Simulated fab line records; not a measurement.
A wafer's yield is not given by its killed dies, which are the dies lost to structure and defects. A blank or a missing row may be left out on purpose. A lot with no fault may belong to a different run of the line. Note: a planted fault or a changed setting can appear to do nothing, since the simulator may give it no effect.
2 desks looking at one fault / flow sky130 / numbers are kept per desk, each desk with only its own; the story behind them comes last

## THE METROLOGY DESK
What the gauges read, lot by lot, whatever tool the lot ran on: means of the sampled wafers that have a number. The brackets show how far a lot's mean lies from the usual mean; more than 4 standard deviations puts the lot out of limits, marked OUT.
Columns: A = GATE_OXIDE_TW at SKY_GATE_OXIDE_TW_MEAS_14, usual 225.4; B = POLY_GATE_OVL at SKY_POLY_GATE_OVL_MEAS_14, usual 4 nm
lot=L787; first seen here=day 13 06:17; A=224.2; B=-2
lot=L791; first seen here=day 15 00:19; A=225.8; B=10
lot=L794; first seen here=day 16 09:19; A=225.7; B=8
lot=L800; first seen here=day 18 08:37; A=225.5; B=5
lot=L801; first seen here=day 18 15:18; A=225.6; B=0
lot=L804; first seen here=day 20 06:17; A=224.6; B=8
lot=L805; first seen here=day 20 08:12; A=224.1; B=7
lot=L806; first seen here=day 20 13:13; A=227.3; B=2
lot=L808; first seen here=day 21 23:40; A=226.6; B=0
lot=L810; first seen here=day 22 03:26; A=224.0; B=-1
lot=L809; first seen here=day 22 05:39; A=226.7; B=10
This desk's verdict: no lot among the 11 shows anything out of limits.

## FOR THE TOOL OWNER'S DESK: rie-diel-01
The tool's own readings at SKY_POLY_GATE_ETCH_16 (etches Si3N4 in CH3F/O2, stops on poly-Si, time 147.5 s, target depth 75 nm): means of the sampled wafers that have a number, for each lot that ran on this tool. The brackets show how far a lot's mean lies from the usual mean; more than 4 standard deviations puts the lot out of limits, marked OUT.
Columns: A = ch3f-flow-sccm at SKY_POLY_GATE_ETCH_16, usual 40.02 sccm; B = chamber-pressure-mTorr at SKY_POLY_GATE_ETCH_16, usual 25.002 mTorr; C = drypump-motor-current-A at SKY_POLY_GATE_ETCH_16, usual 5.5 A; D = oes-product-au at SKY_POLY_GATE_ETCH_16, usual 0.640 a.u.; E = run-length-s at SKY_POLY_GATE_ETCH_16, usual 175.7 s; F = throttle-valve-pct at SKY_POLY_GATE_ETCH_16, usual 10.535 %
lot=L787; first seen here=day 15 18:09; A=40.06; B=25.011; C=5.6; D=0.636; E=175.4; F=10.532
lot=L794; first seen here=day 19 00:55; A=40.00; B=24.998; C=5.7; D=0.637; E=176.5; F=10.527
lot=L800; first seen here=day 21 02:18; A=40.04; B=25.011; C=5.3; D=0.603 (-7.2) OUT; E=200.6 (+67) OUT; F=10.531
lot=L801; first seen here=day 21 08:00; A=40.00; B=24.995; C=4.9; D=0.598 (-8.2) OUT; E=200.8 (+68) OUT; F=10.524
This desk's verdict: out of limits on L800, L801, starting with L800 at day 21 02:18 (oes-product-au at SKY_POLY_GATE_ETCH_16). Within limits: L787, L794.

## BROUGHT TOGETHER
An alarm could have come from the tool owner's desk at day 21 02:18, on L800, L801.
Metrology desk: nothing out of limits seen.
The metrology desk has L800, L801 on record, within its limits.
SKY_POLY_GATE_ETCH_16 was run on rie-diel-01 by each of the lots named.

## WHAT HAD BEEN PUT IN BY THE SIMULATOR
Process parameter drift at SKY_POLY_GATE_ETCH_16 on rie-diel-01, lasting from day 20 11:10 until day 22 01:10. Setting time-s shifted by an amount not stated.
Struck lots among those shown: L800, L801.
Time in hours from fault onset to the first out-of-limits reading at each desk: the tool owner's desk, 15.
